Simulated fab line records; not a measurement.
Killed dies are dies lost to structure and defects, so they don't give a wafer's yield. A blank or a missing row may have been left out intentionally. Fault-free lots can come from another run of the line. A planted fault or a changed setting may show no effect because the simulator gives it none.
What tool caused it? -- flow sfq line -- 14 lots, 40 wafers sampled, at 7 steps of a route of 325

WHAT THE GAUGES READ, wafer by wafer
SFQ_I3_BOW_MEAS_922.
lot,measured,on,I3_BOW (um)
L689,day 40 16:58,film metro-03,-11 -14 -5
L691,day 41 01:23,film metro-04,-8 -13 -1
L693,day 41 07:58,film metro-01,16 7 -2
L694,day 41 10:58,film metro-03,0 -2 7
L695,day 41 13:58,film metro-03,-8 -12 -3
L696,day 41 16:23,film metro-03,4 6 1
L697,day 42 01:23,film metro-01,-3 -4 -6
L704,day 44 02:26,film metro-03,-1 -3 - -
L707,day 44 08:26,film metro-04,-6 0 - -
L708,day 50 00:28,film metro-01,5 -1 6
L709,day 50 21:25,film metro-01,19 10 7
L710,day 51 00:25,film metro-01,12 7 -8
L711,day 51 09:03,film metro-03,-4 1 -2
L712,day 52 09:05,film metro-03,0 -3 -3

SFQ_I6_OVL_MEAS_942.
lot,measured,on,I6_OVL (nm)
L689,day 69 02:43,overlay-02,3 -2 6
L691,day 69 12:14,overlay-02,-2 11 3
L693,day 69 21:50,overlay-01,-6 -9 -8
L694,day 73 16:42,overlay-01,-2 -3 -3
L695,day 73 23:54,overlay-01,7 4 3
L696,day 74 04:42,overlay-01,10 3 1
L697,day 75 11:50,overlay-02,8 3 6
L704,day 77 01:53,overlay-01,-7 -12
L707,day 77 10:17,overlay-01,-5 -4
L708,day 77 12:42,overlay-01,6 8 9
L709,day 77 15:05,overlay-01,-7 -6 -9
L710,day 77 16:17,overlay-01,-1 6 2
L711,day 77 19:54,overlay-01,-3 -14 -1
L712,day 77 21:06,overlay-01,4 1 4

SFQ_I7_OVL_MEAS_947.
lot,measured,on,I7_OVL (nm)
L689,day 73 22:42,overlay-02,-5 -10 -13
L691,day 74 05:54,overlay-02,1 -3 -2
L693,day 75 02:14,overlay-02,-1 2 0
L694,day 80 00:29,overlay-02,-2 1 3
L695,day 80 01:41,overlay-01,0 3 1
L696,day 80 06:29,overlay-02,5 5 1
L697,day 80 16:05,overlay-01,-7 -5 -6
L704,day 82 05:18,overlay-01,2 -1
L707,day 82 17:18,overlay-02,0 -1
L708,day 83 01:43,overlay-01,-10 -9 -2
L709,day 83 04:06,overlay-01,-5 1 -1
L710,day 83 07:55,overlay-01,9 5 6
L711,day 83 11:31,overlay-01,-3 -7 -5
L712,day 83 14:04,overlay-02,5 3 -1

WHICH TOOL RAN EACH LOT (tool, then ch and the chambers of the sampled wafers, then the start)
lot,SFQ_TRILAYER_M1_STRIP_STRIP_043,SFQ_TRILAYER_I3_CMP_CMP_082,SFQ_TRILAYER_I3_METRO_MEASURE_083,SFQ_TRILAYER_I3_VIA_ETCH_VIA_ETCH_088
L689,"rie metal-02 ch 0,1, day 21 18:31","cmp-02 ch 1,2,3, day 40 13:58","film metro-03, day 40 17:05","rie diel-01 ch 1,2,3, day 40 21:49"
L691,"rie metal-04 ch 0,1, day 23 16:29","cmp-01 ch 1,2,3, day 40 22:23","film metro-04, day 41 01:30","rie diel-04 ch 2,3, day 41 05:01"
L693,"rie metal-02 ch 0,1, day 24 22:29","cmp-02 ch 1,2, day 41 04:58","film metro-01, day 41 08:05","rie diel-03 ch 0,1,2, day 41 11:37"
L694,"rie metal-02 ch 0,1, day 25 10:29","cmp-02 ch 1,2,3, day 41 07:58","film metro-03, day 41 11:05","rie diel-01 ch 0,1,2, day 41 15:08"
L695,"rie metal-04 ch 0,1, day 26 04:24","cmp-02 ch 1,2, day 41 10:58","film metro-03, day 41 14:05","rie diel-03 ch 1,2,3, day 41 17:37"
L696,"rie metal-03 ch 0, day 26 08:00","cmp-01 ch 0,1,2, day 41 13:53","film metro-03, day 41 16:30","rie diel-01 ch 0,1,3, day 41 20:01"
L697,"rie metal-02 ch 0,1, day 26 10:24","cmp-01 ch 0,1,3, day 41 22:53","film metro-01, day 42 01:30","rie diel-03 ch 0,2,3, day 42 05:01"
L704,"rie metal-02 ch 0,1, day 29 12:44","cmp-01 ch 0,1, day 44 00:26","film metro-03, day 44 07:28","rie diel-03 ch 1,2, day 44 23:20"
L707,"rie metal-02 ch 0, day 29 23:32","cmp-01 ch 1,2, day 44 06:26","film metro-04, day 44 13:27","rie diel-01 ch 0,1, day 45 04:14"
L708,"rie metal-02 ch 0,1, day 31 22:30","cmp-02 ch 1,2, day 49 21:25","film metro-01, day 50 00:56","rie diel-04 ch 1,3, day 50 04:11"
L709,"rie metal-03 ch 0,1, day 32 16:32","cmp-02 ch 1,2,3, day 50 18:55","film metro-01, day 50 21:32","rie diel-04 ch 0,1,3, day 51 04:32"
L710,"rie metal-02 ch 0, day 32 23:55","cmp-02 ch 0,1,3, day 50 21:55","film metro-01, day 51 00:32","rie diel-01 ch 0,1,2, day 51 05:44"
L711,"rie metal-04 ch 0,1, day 33 05:44","cmp-01 ch 0,1, day 51 06:02","film metro-03, day 51 09:21","rie diel-01 ch 1,3, day 51 12:41"
L712,"rie metal-03 ch 0,1, day 33 12:56","cmp-01 ch 0,3, day 52 06:04","film metro-03, day 52 09:23","rie diel-01 ch 0,2, day 53 00:33"
- SFQ_TRILAYER_M1_STRIP_STRIP_043: strips in O2.
- SFQ_TRILAYER_I3_CMP_CMP_082: polishes SiO2.
- SFQ_TRILAYER_I3_METRO_MEASURE_083
- SFQ_TRILAYER_I3_VIA_ETCH_VIA_ETCH_088: etches SiO2 in CHF3, stops on Nb, target depth 260 nm.

WHAT THE TOOLS THEMSELVES READ (means of the sampled wafers that have a number; where no wafer has one, the mark that the record gives instead)
SFQ_TRILAYER_M1_STRIP_STRIP_043.
lot,tool,drypump motor current A (A),oes product au (a.u.)
L689,rie metal-02,5.7,1.008
L691,rie metal-04,5.6,0.986
L693,rie metal-02,5.9,1.006
L694,rie metal-02,5.7,1.008
L695,rie metal-04,5.6,0.985
L696,rie metal-03,6.2,1.010
L697,rie metal-02,5.9,1.012
L704,rie metal-02,5.8,1.003
L707,rie metal-02,5.4,1.009
L708,rie metal-02,5.7,0.990
L709,rie metal-03,6.5,1.009
L710,rie metal-02,5.4,0.982
L711,rie metal-04,5.6,0.995
L712,rie metal-03,6.5,1.006

SFQ_TRILAYER_I3_CMP_CMP_082.
lot,tool,motor current A (A),retaining ring pressure frac,slurry filter dp kPa (kPa),time to endpoint s (s)
L689,cmp-02,10.2,0.999,13.52,205
L691,cmp-01,10.0,1.004,13.40,215
L693,cmp-02,10.0,0.999,13.38,205
L694,cmp-02,10.2,0.998,13.56,203
L695,cmp-02,10.5,0.994,13.69,212
L696,cmp-01,10.4,0.995,13.55,229
L697,cmp-01,10.4,1.003,13.70,218
L704,cmp-01,10.1,1.000,13.57,210
L707,cmp-01,10.2,1.004,13.29,197
L708,cmp-02,10.5,0.997,13.44,208
L709,cmp-02,10.0,1.001,13.61,211
L710,cmp-02,9.8,1.005,13.51,200
L711,cmp-01,10.3,1.001,13.62,213
L712,cmp-01,9.9,0.999,13.41,209

SFQ_TRILAYER_I3_METRO_MEASURE_083.
lot,tool,thk nm (nm)
L689,film metro-03,200.6
L691,film metro-04,200.2
L693,film metro-01,199.2
L694,film metro-03,200.4
L695,film metro-03,198.7
L696,film metro-03,200.5
L697,film metro-01,199.9
L704,film metro-03,225.4
L707,film metro-04,226.8
L708,film metro-01,199.0
L709,film metro-01,198.5
L710,film metro-01,200.2
L711,film metro-03,201.4
L712,film metro-03,198.9

SFQ_TRILAYER_I3_VIA_ETCH_VIA_ETCH_088.
lot,tool,drypump motor current A (A),oes product au (a.u.),rf fwd power W (W)
L689,rie diel-01,5.5,0.862,497.4
L691,rie diel-04,5.3,0.857,499.3
L693,rie diel-03,5.6,0.852,498.5
L694,rie diel-01,5.4,0.858,499.0
L695,rie diel-03,5.3,0.856,498.9
L696,rie diel-01,5.5,0.855,498.2
L697,rie diel-03,5.7,0.856,498.6
L704,rie diel-03,5.4,0.910,499.9
L707,rie diel-01,5.3,0.918,497.8
L708,rie diel-04,5.6,0.856,498.6
L709,rie diel-04,5.7,0.851,498.9
L710,rie diel-01,5.4,0.859,498.8
L711,rie diel-01,5.6,0.853,499.2
L712,rie diel-01,5.2,0.853,496.8

THE ANSWER, worked out from the rows above alone
Rule: what is usual is taken from the lots themselves. The widest of any qualifying gaps counts: lots, ordered by their means at a reading, are off when they make up no more than a third of the lots, leave a main group of 4 or more, and stand apart from it by 3 or more times the standard deviation of that group's means. If all means in a main group match to the digits the tables above print for the reading, that group is not used. A lot without any number at a reading at which 4 lots or more have one is off too. Any other lot the step has rows for is counted as sound. After the gauges, taken in route order, come the tools' own readings; for these a lot's mean is taken, as printed above. At the first step where some lot is off, the reading lying furthest off is the one used; lots without a number count as furthest.
Off: L704, L707 (SFQ_TRILAYER_I3_METRO_MEASURE_083, thk nm). Mean 199.8 nm and standard deviation 0.87 in the main group.
A tool fits if, at that step or a process step before it, it ran every lot that is off, and no sound lot after the first of them. Of those tried, none fits.

WHAT THE SIMULATOR HAD PUT IN
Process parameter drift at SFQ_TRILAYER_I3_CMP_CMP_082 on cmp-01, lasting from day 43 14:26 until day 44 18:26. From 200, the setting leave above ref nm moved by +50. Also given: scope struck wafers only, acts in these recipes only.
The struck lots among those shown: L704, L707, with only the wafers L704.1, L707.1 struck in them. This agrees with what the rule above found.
